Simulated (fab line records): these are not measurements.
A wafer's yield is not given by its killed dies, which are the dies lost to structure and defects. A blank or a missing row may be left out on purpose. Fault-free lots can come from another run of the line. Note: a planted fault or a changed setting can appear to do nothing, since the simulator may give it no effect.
A struck lot beside a sound one || flow sfq-line || 21 out of 325 route steps
Sound: these wafers, L388.3, L388.4, L388.6. Struck: wafers L397.4, L397.5, L397.6. The cause is named last.
Order at every step that has rows: each side's tool, ch and its chambers, its first start. Under that, the readings that differ: sound wafers || struck wafers || difference of the means || sigmas: that difference in standard deviations of wafers without a fault.
alike: same words and numbers on both sides, and readings whose means sit less than 2 such deviations apart. not compared: any withheld reading, any reading some wafer has no value for, any bound like >300 that may hide the same value, and any number with overlapping values for which the record gives no deviation.
Wherever a step has rows on one side only, a row that says differs or no value, or a row with sigmas, the two part there. Numbers that don't overlap but have no deviation are shown without sigmas and don't part them. Lack of a reading on every wafer of one side parts them only where that side has two or more wafers.

first, 3 steps without rows for these wafers: SFQ_TRILAYER_M6_LITHO_EXPOSE_160 (exposes mask M6, target cd 500 nm); SFQ_TRILAYER_M6_LITHO_PEB_162 (peb time 60 s); SFQ_TRILAYER_M6_LITHO_DEVELOP_161 (time 60 s).
SFQ_M6_OVL_MEAS_940:
  sound: overlay-01 at day 77 13:34; struck: overlay-01 at day 79 05:29
  alike: M6_OVL
SFQ_TRILAYER_M6_BARC_OPEN_METAL_ETCH_206: etches BARC in O2, target depth 125 nm, time 41.7 s.
  sound on rie-metal-03 ch 0,1, day 77 13:37; struck on rie-metal-01 ch 0,1, day 79 05:31
  alike: drypump-motor-current-A, oes-product-au
  not compared: rf-hours-counter-h
then, 1 step without rows for these wafers: SFQ_TRILAYER_M6_ETCH_METAL_ETCH_162 (etches Nb in Cl2/Ar, stops on SiO2, target depth 240 nm, time 120 s).
SFQ_TRILAYER_M6_STRIP_STRIP_163: strips in O2.
  sound on rie-metal-03 ch 0,1, day 77 13:59; struck on rie-metal-01 ch 0,1, day 79 05:53
  alike: drypump-motor-current-A, oes-product-au
  not compared: rf-hours-counter-h
then, 2 steps without rows for these wafers: SFQ_TRILAYER_M6_STRIP_SOLV_CLEAN_164 (cleans in NMP, time 600 s); SFQ_TRILAYER_I6_DEP_PECVD_165 (deposits SiO2 from SiH4/N2O, time 111.11 s, target thk 500 nm).
SFQ_TRILAYER_I6_CMP_CMP_166: polishes SiO2.
  sound on cmp-02 ch 2,3, day 77 20:13; struck on cmp-02 ch 0,1, day 79 08:49
  alike: motor-current-A, slurry-filter-dp-kPa, time-to-endpoint-s
SFQ_I6_BOW_MEAS_941:
  sound: film-metro-03 at day 77 22:46; struck: film-metro-03 at day 79 11:53
  alike: I6_BOW
SFQ_TRILAYER_I6_METRO_MEASURE_167:
  sound: film-metro-03 at day 77 23:14; struck: film-metro-03 at day 79 12:32
  alike: thk-nm
SFQ_TRILAYER_I6_VIA_LITHO_COAT_174: resist thk 62 nm.
  sound on litho-track-01 ch 0, day 78 00:08; struck on litho-track-03 ch 0, day 79 13:17
{"reading": "model.BARC_of_TRILAYER_I6_VIA_LITHO_COAT_174.thk-nm (nm)", "sound": "61.74 61.77 61.83", "struck": "63.57 63.59 63.42", "difference": "+1.75", "sigmas": ""}
then, 5 steps without rows for these wafers: SFQ_TRILAYER_I6_VIA_LITHO_COAT_169 (resist thk 650 nm); SFQ_TRILAYER_I6_VIA_LITHO_SOFTBAKE_173; SFQ_TRILAYER_I6_VIA_LITHO_EXPOSE_170 (exposes mask I6, target cd 700 nm); SFQ_TRILAYER_I6_VIA_LITHO_PEB_172 (peb time 60 s); SFQ_TRILAYER_I6_VIA_LITHO_DEVELOP_171 (time 60 s).
SFQ_I6_OVL_MEAS_942:
  sound: overlay-02 at day 78 03:58; struck: overlay-01 at day 79 15:25
  alike: I6_OVL
SFQ_TRILAYER_I6_VIA_BARC_OPEN_VIA_ETCH_235: etches BARC in O2, target depth 125 nm, time 41.7 s.
  sound on rie-diel-03 ch 0,2, day 78 03:59; struck on rie-diel-02 ch 0,2,3, day 79 15:25
{"reading": "oes-product-au (a.u.)", "sound": "0.674 0.682 0.687", "struck": "0.691 0.697 0.694", "difference": "+0.013", "sigmas": "+3"}
{"reading": "model.etch.depth-nm (nm)", "sound": "61.74 61.77 61.83", "struck": "63.57 63.59 63.42", "difference": "+1.75", "sigmas": ""}
  alike: drypump-motor-current-A
  not compared: rf-hours-counter-h
SFQ_TRILAYER_I6_VIA_ETCH_VIA_ETCH_172: etches SiO2 in CHF3, stops on Nb, target depth 260 nm.
  sound on rie-diel-03 ch 0,2, day 78 04:02; struck on rie-diel-02 ch 0,2,3, day 79 15:28
  alike: drypump-motor-current-A, oes-product-au

WHERE THEY PART
Within this record, at SFQ_TRILAYER_I6_VIA_BARC_OPEN_VIA_ETCH_235 only. Later steps at which nothing parts them and some readings are alike: SFQ_TRILAYER_I6_VIA_ETCH_VIA_ETCH_172.

WHY: whatever the simulator had introduced
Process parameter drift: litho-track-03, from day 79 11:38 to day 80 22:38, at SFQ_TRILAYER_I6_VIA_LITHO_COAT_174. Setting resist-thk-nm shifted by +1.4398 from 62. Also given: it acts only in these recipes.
